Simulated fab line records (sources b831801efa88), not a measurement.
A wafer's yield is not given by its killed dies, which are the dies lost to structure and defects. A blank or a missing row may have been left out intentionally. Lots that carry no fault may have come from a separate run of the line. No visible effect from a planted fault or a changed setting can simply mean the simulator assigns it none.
Matching of chambers    flow gf180mcu    GF_CONTACT_CMP_27 on cmp-02: 4 sister chambers
The step polishes, stops on SiO2, t overpolish 15 s, target thk 0 nm. 16 wafers are shown with their chamber, then 8 later ones without.

WAFERS WITH THEIR CHAMBER
wafer   chamber  time-to-endpoint-s (s)  motor-current-A (A)  overpolish-run-s (s)
L820.2  0        64                      12.4                 14.991
L820.3  1        69                      11.2                 14.993
L820.4  2        70                      11.8                 14.989
L822.3  1        76                      10.9                 14.995
L822.4  3        73                      12.0                 15.002
L822.6  3        74                      11.6                 15.006
L823.2  2        72                      12.4                 15.004
L823.5  1        74                      11.3                 15.009
L823.6  2        71                      12.1                 14.982
L827.3  0        66                      11.1                 14.991
L827.4  1        73                      11.1                 14.990
L827.6  3        74                      11.2                 14.999
L831.1  0        70                      11.6                 15.007
L831.3  3        74                      11.5                 15.005
L831.4  2        76                      12.4                 14.984
L838.1  2        69                      12.4                 15.010

SIGNATURES (means of the wafers above)
reading             chamber 0  chamber 1  chamber 2  chamber 3  scatter within a chamber
time-to-endpoint-s  66.67      73.00      71.60      73.75      2.49
motor-current-A     11.700     11.125     12.220     11.575     0.361
overpolish-run-s    14.99633   14.99675   14.99380   15.00300   0.0093
Rule: for a wafer and a chamber, the distance is found by dividing, reading by reading, the gap between the wafer's reading and the chamber's mean by the reading's scatter, squaring, summing and taking the root. If the next closest chamber is less than 2 further off than the closest, the wafer can't be placed; otherwise it belongs to the closest. The scatter: the root of (the sum of the squares of (reading less its chamber's mean) over the shown wafers, divided by (wafers less chambers)).

WAFERS WHOSE CHAMBER IS MISSING
wafer   time-to-endpoint-s (s)  motor-current-A (A)  overpolish-run-s (s)
L838.5  72                      11.9                 14.990
L838.6  73                      12.1                 14.992
L837.1  73                      11.9                 15.007
L837.3  72                      12.1                 15.005
L837.4  71                      11.2                 14.999
L841.1  75                      11.2                 14.983
L841.3  72                      12.8                 14.995
L841.5  72                      11.4                 15.004

EACH ONE'S CHAMBER
wafer   from the rows above                in truth
L838.5  can't be placed: 2 or 3 or 1 or 0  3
L838.6  can't be placed: 2 or 3            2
L837.1  can't be placed: 3 or 2 or 1 or 0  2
L837.3  can't be placed: 2 or 3 or 0 or 1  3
L837.4  can't be placed: 1 or 3 or 0       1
L841.1  can't be placed: 1 or 3 or 2       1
L841.3  can't be placed: 2 or 3            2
L841.5  can't be placed: 3 or 1 or 0 or 2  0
Placed correctly: 0 of 8. These rows do not allow placing 8 (true chamber among the candidates in 8). 0 placed wrongly.
